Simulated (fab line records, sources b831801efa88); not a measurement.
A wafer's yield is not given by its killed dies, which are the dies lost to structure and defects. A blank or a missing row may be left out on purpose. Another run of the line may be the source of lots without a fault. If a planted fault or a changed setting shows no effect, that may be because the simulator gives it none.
A struck lot beside a sound one || flow gf180mcu || 32 out of 602 route steps
Sound: wafers L646.4, L646.5, L646.6. Wafers struck: L644.1, L644.4, L644.5. Last of all comes the cause.
Order at every step that has rows: each side's tool, ch and its chambers, its first start. Under that, the readings that differ: sound wafers || struck wafers || difference of the means || sigmas: that difference in standard deviations of wafers without a fault.
alike: a reading whose means differ by less than 2 such deviations, as well as words and numbers matching on both sides. not compared: withheld readings; readings where some wafer has no value; bounds like >300 that might hide an equal value; numbers whose values overlap and for which the record gives no deviation.
The two part at a step that has a row with sigmas, a row that says differs or no value, or rows on one side only. Non-overlapping numbers with no deviation appear without sigmas and do not part them. A reading that every wafer of one side lacks parts them only if that side has two wafers or more.

GF_SAB_ETCH_11: etches SiO2 in C4F8/O2/Ar, target depth 55 nm, time 8.5 s.
  sound on rie diel-04 ch 0,3, day 17 08:09; struck on rie diel-03 ch 0,1,3, day 16 08:58
  alike: chamber pressure mTorr, oes product au
  not compared: rf hours counter h
then, 1 step without rows for these wafers: GF_SAB_WET_ETCH_12 (etches SiO2 in dHF, target depth 22 nm, time 440 s).
GF_SAB_STRIP_13: strips in O2/N2.
  sound on plasma asher-04 ch 0,1, day 17 08:20; struck on plasma asher-02 ch 0,1, day 16 09:07
  alike: chamber pressure mTorr, drypump motor current A, heater power w, n2 flow sccm, oes product au, strip time to endpoint s
  not compared: rf hours counter h
then, 4 steps without rows for these wafers: GF_SALICIDE_CLEAN_00 (cleans in SC1/SC2, time 150 s); GF_SALICIDE_WET_ETCH_01 (etches SiO2 in dHF, target depth 5 nm, time 100 s); GF_SALICIDE_SPUTTER_02 (material Co, target thk 10 nm, time 20 s); GF_SALICIDE_SPUTTER_03 (material TiN, target thk 20 nm, time 16.7 s).
GF_SALICIDE_RS_MEAS_04: uses a four-point probe to measure.
  struck on film metro-03, day 16 09:22; sound on film metro-02, day 17 08:37
  alike: SALICIDE_TIN_RS
GF_SALICIDE_THK_MEAS_05: measures by xrf.
  struck on film metro-03, day 16 09:29; sound on film metro-02, day 17 08:42
{"reading": "SALICIDE_TIN_THK (nm)", "sound": "19.87 19.66 19.96", "struck": "20.23 20.23 20.23", "difference": "+0.40", "sigmas": "+2"}
GF_SALICIDE_RTA_06: time 30 s.
  sound on rtp anneal-01 ch 0, day 17 08:47; struck on rtp anneal-02 ch 0, day 16 09:32
{"reading": "lamp power pct (%)", "sound": "6.32 6.31 6.32", "struck": "6.45 6.45 6.44", "difference": "+0.13", "sigmas": "+2"}
  alike: wafer_temp_C_max
then, 2 steps without rows for these wafers: GF_SALICIDE_WET_ETCH_07 (etches the open film in SPM, target depth 120 nm); GF_SALICIDE_RTA_08 (time 30 s).
GF_CONTACT_CVD_00: deposits SiO2, target thk 300 nm, time 50 s.
  sound on hdpcvd-01 ch 0,1,2, day 17 09:03; struck on hdpcvd-01 ch 0,1,2, day 16 10:02
GF_CONTACT_THK_MEAS_01:
  struck on film metro-01, day 16 10:05; sound on film metro-04, day 17 09:06
{"reading": "CONTACT_CVD_00_THK (nm)", "sound": "296.2 298.6 299.0", "struck": "597.7 599.1 602.7", "difference": "+301.9", "sigmas": "+99 or more"}
then, 1 step without rows for these wafers: GF_CONTACT_CVD_02 (deposits SiO2 from TEOS, target thk 860 nm, time 95.992 s).
GF_CONTACT_THK_MEAS_03:
  struck on film metro-01, day 16 10:13; sound on film metro-01, day 17 09:14
  alike: CONTACT_CVD_02_THK
GF_CONTACT_CMP_04: polishes SiO2.
  sound on cmp-02 ch 0,3, day 17 09:19; struck on cmp-02 ch 1,2,3, day 16 10:23
  alike: edge zone pressure frac, motor current A, time to endpoint s
GF_CONTACT_BOW_MEAS_05:
  struck on film metro-04, day 16 10:35; sound on film metro-04, day 17 09:43
{"reading": "CONTACT_BOW (um)", "sound": "59 60 61", "struck": "88 69 83", "difference": "+20", "sigmas": "+3"}
then, 8 steps without rows for these wafers: GF_CONTACT_DEHYDRATE_06 (time 60 s); GF_CONTACT_HMDS_07 (prime time 60 s); GF_CONTACT_COAT_08; GF_CONTACT_COAT_09 (resist thk 1000 nm); GF_CONTACT_SOFTBAKE_10 (time 60 s); GF_CONTACT_EXPOSE_11 (exposes mask Contact, target cd 220 nm); GF_CONTACT_PEB_12 (peb time 90 s); GF_CONTACT_DEVELOP_13 (develop time 60 s).
GF_CONTACT_CD_MEAS_14: the cd target is 220 nm.
  struck on cd sem-02, day 17 08:40; sound on cd sem-01, day 18 09:16
  alike: cd nm
GF_CONTACT_OVL_MEAS_15:
  struck on overlay-01, day 17 08:47; sound on overlay-02, day 18 09:20
  alike: CONTACT_OVL
then, 1 step without rows for these wafers: GF_CONTACT_ETCH_16 (etches BARC in N2/H2).
GF_CONTACT_ETCH_17: etches SiO2 in C4F8/O2/Ar, stops on CoSi2, target depth 860 nm.
  sound on rie diel-02 ch 0,1,3; struck on rie diel-01 ch 1,3
{"reading": "oes product au (a.u.)", "sound": "0.808 0.812 0.812", "struck": "0.973 0.970 0.976", "difference": "+0.162", "sigmas": "+33"}
{"reading": "model.etch.depth nm (nm)", "sound": "856.2 858.4 859.2", "struck": "1157 1159 1164", "difference": "+302", "sigmas": ""}
{"reading": "model.CONTACT.feature depth nm (nm)", "sound": "856.2 858.4 859.2", "struck": "1157 1159 1164", "difference": "+302", "sigmas": ""}
  alike: chamber pressure mTorr
GF_CONTACT_STRIP_18: strips in O2/N2.
  sound on plasma asher-01 ch 0,1, day 18 09:33; struck on plasma asher-04 ch 1, day 17 08:59
{"reading": "drypump motor current A (A)", "sound": "5.50 5.27 5.53", "struck": "6.23 6.23 6.25", "difference": "+0.80", "sigmas": "+3"}
{"reading": "n2 flow sccm (sccm)", "sound": "301.4 299.9 299.6", "struck": "297.7 298.3 298.2", "difference": -2.2, "sigmas": -2}
  alike: chamber pressure mTorr, heater power w, oes product au
  not compared: rf hours counter h
-- the record jumps here: 13 days lie between the struck wafers' starts before and after (it left off in module CONTACT and takes up again in module PASSIVATION, whose first step shown is number 602 of the route) --
GF_PASSIVATION_PROBE_99:
  struck on prober-01, day 30 01:03; sound on prober-01, day 30 21:29
{"reading": "model.etest.contact pplus.rc ohm", "sound": "5.182 5.155 5.244", "struck": "6.488 6.248 6.238", "difference": "+1.131", "sigmas": ""}
{"reading": "model.etest.contact nplus.rc ohm", "sound": "5.328 5.238 5.361", "struck": "6.49 6.279 6.503", "difference": "+1.12", "sigmas": ""}
{"reading": "model.etest.contact poly.rc ohm", "sound": "5.939 5.829 5.868", "struck": "7.119 6.751 7.331", "difference": "+1.188", "sigmas": ""}

== WHERE THEY PART ==
Last at GF_CONTACT_STRIP_18 as far as this record goes, first at GF_SALICIDE_THK_MEAS_05.

WHY: what the simulator had put in
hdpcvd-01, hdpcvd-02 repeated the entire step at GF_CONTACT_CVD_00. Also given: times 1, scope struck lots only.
